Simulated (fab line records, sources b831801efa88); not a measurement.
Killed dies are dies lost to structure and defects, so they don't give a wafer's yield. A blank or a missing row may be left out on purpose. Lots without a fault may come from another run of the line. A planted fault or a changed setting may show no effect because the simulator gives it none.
Chamber matching | flow sky130 | SKY_VIA3_ETCH_15 on rie_diel-01: 4 sister chambers
The step etches SiO2 in C4F8/O2/Ar, stops on TiN, target depth 507 nm, time 78 s. 8 wafers are shown with their chamber, then 10 later ones without.

WAFERS WITH THEIR CHAMBER
wafer  | chamber | oes_product_au (a.u.)
L080.1 | 2       | 0.945
L082.2 | 2       | 0.945
L086.3 | 0       | 0.953
L086.5 | 0       | 0.946
L085.5 | 3       | 0.945
L085.6 | 1       | 0.944
L087.1 | 3       | 0.943
L087.3 | 1       | 0.943

WAFERS WITHOUT THEIR CHAMBER
wafer  | oes_product_au (a.u.)
L087.6 | 0.947
L088.2 | 0.948
L088.3 | 0.943
L088.4 | 0.947
L089.2 | 0.944
L089.5 | 0.951
L089.6 | 0.953
L092.2 | 0.946
L092.4 | 0.937
L092.5 | 0.948

WHICH CHAMBER EACH WENT THROUGH
wafer  | from the rows above               | in truth
L087.6 | can't be placed: 2 or 0 or 3 or 1 | 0
L088.2 | can't be placed: 0 or 2 or 3 or 1 | 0
L088.3 | can't be placed: 1 or 3 or 2      | 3
L088.4 | can't be placed: 2 or 0 or 3 or 1 | 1
L089.2 | can't be placed: 3 or 1 or 2      | 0
L089.5 | can't be placed: 0 or 2           | 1
L089.6 | can't be placed: 0 or 2           | 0
L092.2 | can't be placed: 2 or 3 or 1 or 0 | 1
L092.4 | can't be placed: 1 or 3 or 2      | 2
L092.5 | can't be placed: 0 or 2 or 3 or 1 | 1
Placed correctly: 0 of 10. Can't be placed from these rows: 10 (the true chamber is among the candidates in 8). Placed wrongly: 0.
How it was worked out, from the rows above alone: a wafer's distance from a chamber is the root of the sum, over the readings, of the square of ((its reading less the chamber's mean) divided by the reading's scatter). The wafer belongs to the nearest chamber; if the next one is less than 2 further off, it can't be placed. A chamber's mean is the mean of its shown wafers. The scatter: the root of (the sum of the squares of (reading less its chamber's mean) over the shown wafers, divided by (wafers less chambers)).
